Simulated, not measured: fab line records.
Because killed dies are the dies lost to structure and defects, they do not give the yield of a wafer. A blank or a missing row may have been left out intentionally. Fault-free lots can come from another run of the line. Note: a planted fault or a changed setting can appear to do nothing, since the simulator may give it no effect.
Struck lot and sound lot, side by side	flow sky130	20 out of 708 route steps
Sound: wafers L885.2, L885.5, L885.6. Struck: wafers L890.2, L890.4, L890.6. The cause comes at the end.
For every step that has rows: the tool of each side, followed by ch and its chambers, followed by its first start. Under that, the readings that differ: sound wafers	struck wafers	difference of the means	sigmas: that difference in standard deviations of wafers without a fault.
alike: words and numbers the same on both sides, and readings whose means are apart by under 2 such deviations; not compared: readings that were withheld, readings missing a value for some wafer, numbers with overlapping values and no deviation given by the record, and bounds like >300 which may hide the same value.
The two part at a step that has a row with sigmas, a row that says differs or no value, or rows on one side only. Numbers that don't overlap but have no deviation are shown without sigmas and don't part them. Lack of a reading on every wafer of one side parts them only where that side has two or more wafers.

SKY_LI_CONTACT_CVD_21: deposits W, target thk 400 nm, time 120.56 s.
  sound on cvd w-01 ch 0,1, day 33 02:51; struck on cvd w-02 ch 0, day 34 20:41
  alike: heater power w
SKY_LI_CONTACT_RS_MEAS_22: measures by four-point-probe.
  sound: film metro-04 at day 33 03:00; struck: film metro-04 at day 34 20:50
  alike: LI_CONTACT_W_RS
SKY_LI_CONTACT_THK_MEAS_23: measures by xrf.
  sound: film metro-04 at day 33 03:07; struck: film metro-04 at day 34 20:56
  alike: LI_CONTACT_W_THK
SKY_LI_CONTACT_CMP_24: polishes, stops on PSG, t overpolish 20 s, target thk 0 nm.
  sound on cmp-01 ch 1,2,3, day 33 03:16; struck on cmp-01 ch 0,1,2, day 34 21:02
  alike: motor current A, overpolish run s, slurry filter dp kPa, time to endpoint s
SKY_LOCAL_INTERCONNECT_SPUTTER_00: material TiN, target thk 100 nm, time 83.3 s.
  sound: pvd sputter-01 at day 33 03:28; struck: pvd sputter-02 at day 34 21:17
reading	sound	struck	difference	sigmas
throttle valve pct (%)	31.6 30.1 30.8	28.9 27.7 29.7	-2.1	-2
SKY_LOCAL_INTERCONNECT_RS_MEAS_01: measures by four-point-probe.
  sound: film metro-02 at day 33 03:32; struck: film metro-03 at day 34 21:23
  alike: LOCAL_INTERCONNECT_TIN_RS
SKY_LOCAL_INTERCONNECT_THK_MEAS_02: measures by xrf.
  sound: film metro-02 at day 33 03:39; struck: film metro-03 at day 34 21:29
  alike: LOCAL_INTERCONNECT_TIN_THK
then, 5 steps without rows for these wafers: SKY_LOCAL_INTERCONNECT_DEHYDRATE_03 (time 60 s); SKY_LOCAL_INTERCONNECT_HMDS_04 (prime time 60 s); SKY_LOCAL_INTERCONNECT_COAT_05 (resist thk 60 nm); SKY_LOCAL_INTERCONNECT_COAT_06 (resist thk 450 nm); SKY_LOCAL_INTERCONNECT_SOFTBAKE_07 (time 90 s).
SKY_LOCAL_INTERCONNECT_EXPOSE_08: exposes mask LI1M, target cd 170 nm.
  sound on krf scanner-01 ch 0, day 33 16:28; struck on krf scanner-01 ch 0, day 35 11:01
  alike: mask
then, 2 steps without rows for these wafers: SKY_LOCAL_INTERCONNECT_PEB_09; SKY_LOCAL_INTERCONNECT_DEVELOP_10 (develop time 60 s).
SKY_LOCAL_INTERCONNECT_CD_MEAS_11: target cd 170 nm.
  sound: cd sem-02 at day 34 05:52; struck: cd sem-02 at day 35 23:53
reading	sound	struck	difference	sigmas
cd nm (nm)	170.3 170.2 170.8	128.6 144.6 124.4	-37.9	-25
SKY_LOCAL_INTERCONNECT_OVL_MEAS_12:
  sound: overlay-01 at day 34 05:58; struck: overlay-01 at day 36 00:00
  alike: LOCAL_INTERCONNECT_OVL
SKY_LOCAL_INTERCONNECT_ETCH_13: etches BARC in N2/H2, stops on SiO2, time 45.9 s, target depth 60 nm.
  sound on rie metal-04 ch 0,1, day 34 05:59; struck on rie metal-01 ch 0,1, day 36 00:02
reading	sound	struck	difference	sigmas
model.LOCAL_INTERCONNECT.cd nm (nm)	169.8 170.1 170.3	128.9 144.2 123.8	-37.8	
  alike: drypump motor current A, h2 flow sccm, oes product au, throttle valve pct
  not compared: rf hours counter h
SKY_LOCAL_INTERCONNECT_METAL_ETCH_14: etches TiN in Cl2/BCl3, stops on PSG, target depth 110 nm, time 31.4 s.
  sound on rie metal-04 ch 0,1, day 34 06:04; struck on rie metal-01 ch 0,1, day 36 00:05
reading	sound	struck	difference	sigmas
model.LOCAL_INTERCONNECT.cd nm (nm)	169.9 170.1 170.2	128.6 143 123.2	-38.5	
  alike: drypump motor current A, oes product au, throttle valve pct
  not compared: rf hours counter h
SKY_LOCAL_INTERCONNECT_STRIP_15: strips in O2/N2.
  sound on plasma asher-03 ch 0,1, day 34 06:07; struck on plasma asher-02 ch 0, day 36 00:08
reading	sound	struck	difference	sigmas
strip time to endpoint s (s)	4.675 4.692 4.658	4.740 4.770 4.778	+0.088	+4
  alike: drypump motor current A, oes product au
  not compared: rf hours counter h

## WHERE THEY PART
Last at SKY_LOCAL_INTERCONNECT_STRIP_15 as far as this record goes, first at SKY_LOCAL_INTERCONNECT_SPUTTER_00.

WHY: what the simulator had put in
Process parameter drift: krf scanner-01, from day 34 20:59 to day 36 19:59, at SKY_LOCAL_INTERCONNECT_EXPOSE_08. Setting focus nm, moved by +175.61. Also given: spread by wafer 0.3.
